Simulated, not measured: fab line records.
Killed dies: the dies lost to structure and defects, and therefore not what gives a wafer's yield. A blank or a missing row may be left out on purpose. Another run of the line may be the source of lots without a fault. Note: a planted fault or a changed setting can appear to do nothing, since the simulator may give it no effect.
Which tool was responsible? / flow gf180mcu / at 1 step of a route of 602, 12 lots with 36 wafers sampled

WHAT THE GAUGES READ, wafer by wafer
GF_SALICIDE_THK_MEAS_05: measures by xrf.
lot=L075; measured=day 15 11:10; on=film-metro-03; SALICIDE_TIN_THK (nm)=19.76 20.12 20.10
lot=L077; measured=day 16 14:09; on=film-metro-02; SALICIDE_TIN_THK (nm)=19.88 20.06 19.89
lot=L079; measured=day 17 02:17; on=film-metro-02; SALICIDE_TIN_THK (nm)=20.37 20.52 20.29
lot=L081; measured=day 17 21:38; on=film-metro-03; SALICIDE_TIN_THK (nm)=20.05 20.17 19.89
lot=L083; measured=day 18 16:07; on=film-metro-04; SALICIDE_TIN_THK (nm)=19.86 19.69 19.54
lot=L085; measured=day 19 01:25; on=film-metro-04; SALICIDE_TIN_THK (nm)=19.94 20.12 20.08
lot=L087; measured=day 19 23:02; on=film-metro-04; SALICIDE_TIN_THK (nm)=20.49 20.27 20.30
lot=L089; measured=day 20 17:02; on=film-metro-04; SALICIDE_TIN_THK (nm)=19.71 19.88 19.99
lot=L091; measured=day 21 07:42; on=film-metro-02; SALICIDE_TIN_THK (nm)=19.79 20.29 20.04
lot=L093; measured=day 22 01:19; on=film-metro-03; SALICIDE_TIN_THK (nm)=19.80 19.57 20.02
lot=L095; measured=day 22 18:21; on=film-metro-02; SALICIDE_TIN_THK (nm)=20.19 20.38 20.29
lot=L097; measured=day 23 10:47; on=film-metro-02; SALICIDE_TIN_THK (nm)=20.33 20.27 20.68

WHAT TOOL EACH LOT RAN ON (gives the tool, then ch and the chambers of the sampled wafers, and finally the start)
No process step before these readings appears in the record.

THE ANSWER, worked out from the rows above alone
Rule: usual is defined by the lots themselves. Put in order of their means at a reading, lots are off if they are a third of the lots or fewer, leave a main group of 4 or more, and stand apart from it by a gap of 3 or more times the standard deviation of the main group's means; of several such gaps the widest counts. If all means in a main group match to the digits the tables above print for the reading, that group is not used. A lot without any number at a reading at which 4 lots or more have one is off too. The other lots that the step has rows for count as sound.
No lot is off on any of the readings shown, so nothing can be concluded from this.

WHAT HAD BEEN PUT IN BY THE SIMULATOR
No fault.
